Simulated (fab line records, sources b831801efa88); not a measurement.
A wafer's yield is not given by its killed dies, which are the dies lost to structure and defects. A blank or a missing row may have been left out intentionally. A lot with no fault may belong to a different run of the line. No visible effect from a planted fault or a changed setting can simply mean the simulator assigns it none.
A struck lot beside a sound one -- flow sky130 -- 17 out of 708 route steps
Sound: these wafers, L120.1, L120.4, L120.6. Struck: wafer L132.4 (left out: L132.1, L132.2 of the same lot, which were not struck); the cause appears at the end.
Per side, at each step with rows, come the tool, then ch with its chambers, and then its first start. Under that, the readings that differ: sound wafers -- struck wafers -- difference of the means -- sigmas: that difference in standard deviations of wafers without a fault.
alike: a reading whose means differ by less than 2 such deviations, as well as words and numbers matching on both sides. not compared: withheld readings; readings where some wafer has no value; bounds like >300 that might hide an equal value; numbers whose values overlap and for which the record gives no deviation.
The two part at a step that has a row with sigmas, a row that says differs or no value, or rows on one side only. Non-overlapping numbers with no deviation appear without sigmas and do not part them. A reading that every wafer of one side lacks parts them only if that side has two wafers or more.

first, 2 steps without rows for these wafers: SKY_LOCAL_INTERCONNECT_PEB_09; SKY_LOCAL_INTERCONNECT_DEVELOP_10 (develop time 60 s).
SKY_LOCAL_INTERCONNECT_CD_MEAS_11: the cd target is 170 nm.
  sound on cd sem-01 at day 32 13:06; struck on cd sem-01 at day 35 06:00
  alike: cd nm
SKY_LOCAL_INTERCONNECT_OVL_MEAS_12:
  sound on overlay-02 at day 32 13:13; struck on overlay-01 at day 35 06:07
  alike: LOCAL_INTERCONNECT_OVL
SKY_LOCAL_INTERCONNECT_ETCH_13: etches BARC in N2/H2, stops on SiO2, time 45.9 s, target depth 60 nm.
  sound on rie metal-01 ch 0,1, day 32 13:16; struck on rie metal-01 ch 1, day 35 06:10
  alike: drypump motor current A, oes product au, throttle valve pct
  not compared: rf hours counter h
SKY_LOCAL_INTERCONNECT_METAL_ETCH_14: etches TiN in Cl2/BCl3, stops on PSG, target depth 110 nm, time 31.4 s.
  sound on rie metal-01 ch 0,1, day 32 13:19; struck on rie metal-01 ch 1, day 35 06:13
  alike: drypump motor current A, oes product au, throttle valve pct
  not compared: rf hours counter h
SKY_LOCAL_INTERCONNECT_STRIP_15: strips in O2/N2.
  sound on plasma asher-04 ch 0,1, day 32 13:22; struck on plasma asher-04 ch 1, day 35 06:16
  alike: drypump motor current A, oes product au, strip time to endpoint s
  not compared: rf hours counter h
then, 3 steps without rows for these wafers: SKY_LOCAL_INTERCONNECT_STRIP_16 (strips in post etch residue remover, time 1200 s); SKY_LOCAL_INTERCONNECT_CLEAN_17 (cleans in IPA, time 180 s); SKY_LOCAL_INTERCONNECT_CLEAN_18 (cleans in O3/DIW).
SKY_CONTACT_CVD_00: deposits Si3N4, target thk 75 nm.
  sound on pecvd-01 ch 0,1, day 32 14:01; struck on pecvd-03 ch 2, day 35 06:55
  alike: heater power w, susceptor temp C
SKY_CONTACT_THK_MEAS_01:
  sound on film metro-01 at day 32 14:02; struck on film metro-01 at day 35 06:56
reading,sound,struck,difference,sigmas
CONTACT_CVD_00_THK (nm),75.1 76.3 75.5,78.2,+2.6,+3
SKY_CONTACT_HDPCVD_02: deposits SiO2, target thk 565 nm, time 94.2 s.
  sound on hdpcvd-02 ch 0,2, day 32 14:06; struck on hdpcvd-02 ch 2, day 35 07:00
reading,sound,struck,difference,sigmas
model.SiO2_of_CONTACT_HDPCVD_02.thk nm (nm),562.9 570.6 564.6,928.9,+362.9,
  alike: susceptor temp C
SKY_CONTACT_THK_MEAS_03:
  sound on film metro-04 at day 32 14:10; struck on film metro-01 at day 35 07:04
reading,sound,struck,difference,sigmas
CONTACT_HDPCVD_THK (nm),563 570 565,929,+363,+60
SKY_CONTACT_CMP_04: polishes SiO2.
  sound on cmp-01 ch 0,1,3, day 32 14:20; struck on cmp-01 ch 0, day 35 07:21
reading,sound,struck,difference,sigmas
time to endpoint s (s),80 85 82,217,+135,+37
  alike: motor current A, slurry flow ml min
SKY_CONTACT_BOW_MEAS_05:
  sound on film metro-01 at day 32 14:32; struck on film metro-02 at day 35 07:39
reading,sound,struck,difference,sigmas
CONTACT_BOW (um),75 85 74,91,+13,+2
-- the record jumps here: 14 days lie between the struck wafers' starts before and after (it left off in module CONTACT and takes up again in module PAD_OPEN, whose first step shown is number 708 of the route) --
SKY_PAD_OPEN_PROBE_99:
  sound on prober-01 at day 47 10:52; struck on prober-02 at day 49 11:30
reading,sound,struck,difference,sigmas
killed at contacts,30 20 23,13,-11,-2
  alike: killed_at_M0_to_M3, killed_at_M4_up, killed at front end, killed at other, killed dies, killed open, killed short

WHERE THEY PART
First at SKY_CONTACT_THK_MEAS_01; last, within this record, at SKY_PAD_OPEN_PROBE_99.

WHY: what the simulator had put in
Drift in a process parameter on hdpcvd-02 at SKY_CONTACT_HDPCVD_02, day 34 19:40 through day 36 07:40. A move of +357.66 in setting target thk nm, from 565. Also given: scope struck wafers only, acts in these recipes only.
